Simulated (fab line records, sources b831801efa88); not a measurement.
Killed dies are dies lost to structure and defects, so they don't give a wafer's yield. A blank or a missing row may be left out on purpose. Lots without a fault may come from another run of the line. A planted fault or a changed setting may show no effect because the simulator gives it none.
One fault seen from 2 desks | flow sky130 | each desk has only its own numbers; what lay behind them comes last

THE METROLOGY DESK
What the gauges read, lot by lot, whatever tool the lot ran on: means of the sampled wafers that have a number. A lot is out of limits, marked OUT, if its mean lies more than 4 standard deviations from the usual mean; the brackets give that distance.
Columns: A = METAL5_ALCU_THK at SKY_METAL5_THK_MEAS_06, usual 1150 nm
lot  | first seen here | A
L959 | day 42 20:28    | 1162
L961 | day 43 17:07    | 1142
L963 | day 44 12:23    | 1128
L965 | day 44 21:47    | 1169
L968 | day 45 10:08    | 1112
L970 | day 46 00:43    | 1170
L969 | day 46 02:52    | 1139
L971 | day 46 07:44    | 1158
L972 | day 46 08:57    | 1148
L974 | day 46 23:23    | 1152
L978 | day 47 18:43    | 1131
L979 | day 47 21:54    | 1181
This desk's finding: nothing out of limits on any of the 12 lots.

THE TOOL OWNER'S DESK: rie_metal-01
The tool's own readings at SKY_METAL1_ETCH_18 (etches BARC in N2/H2, stops on SiO2, time 45.9 s, target depth 60 nm): means of the sampled wafers that have a number, for each lot that ran on this tool. A lot is out of limits, marked OUT, if its mean lies more than 4 standard deviations from the usual mean; the brackets give that distance.
Columns: A = drypump_motor_current_A at SKY_METAL1_ETCH_18, usual 5.8 A; B = oes_product_au at SKY_METAL1_ETCH_18, usual 0.853 a.u.; C = throttle_valve_pct at SKY_METAL1_ETCH_18, usual 13.223 %
lot  | first seen here | A   | B     | C
L959 | day 32 17:25    | 5.5 | 0.854 | 13.231
L961 | day 33 19:12    | 5.6 | 0.857 | 13.233
L963 | day 34 17:10    | 5.6 | 0.853 | 13.226
L965 | day 35 04:09    | 5.6 | 0.848 | 13.226
L970 | day 36 12:59    | 5.5 | 0.850 | 13.221
L978 | day 38 17:25    | 5.6 | 0.853 | 13.226
L979 | day 38 20:34    | 5.6 | 0.857 | 13.226
This desk's finding: nothing out of limits on any of the 7 lots.

PUT TOGETHER
The metrology desk saw nothing out of limits.
The tool owner's desk saw nothing out of limits.

WHAT THE SIMULATOR HAD PUT IN
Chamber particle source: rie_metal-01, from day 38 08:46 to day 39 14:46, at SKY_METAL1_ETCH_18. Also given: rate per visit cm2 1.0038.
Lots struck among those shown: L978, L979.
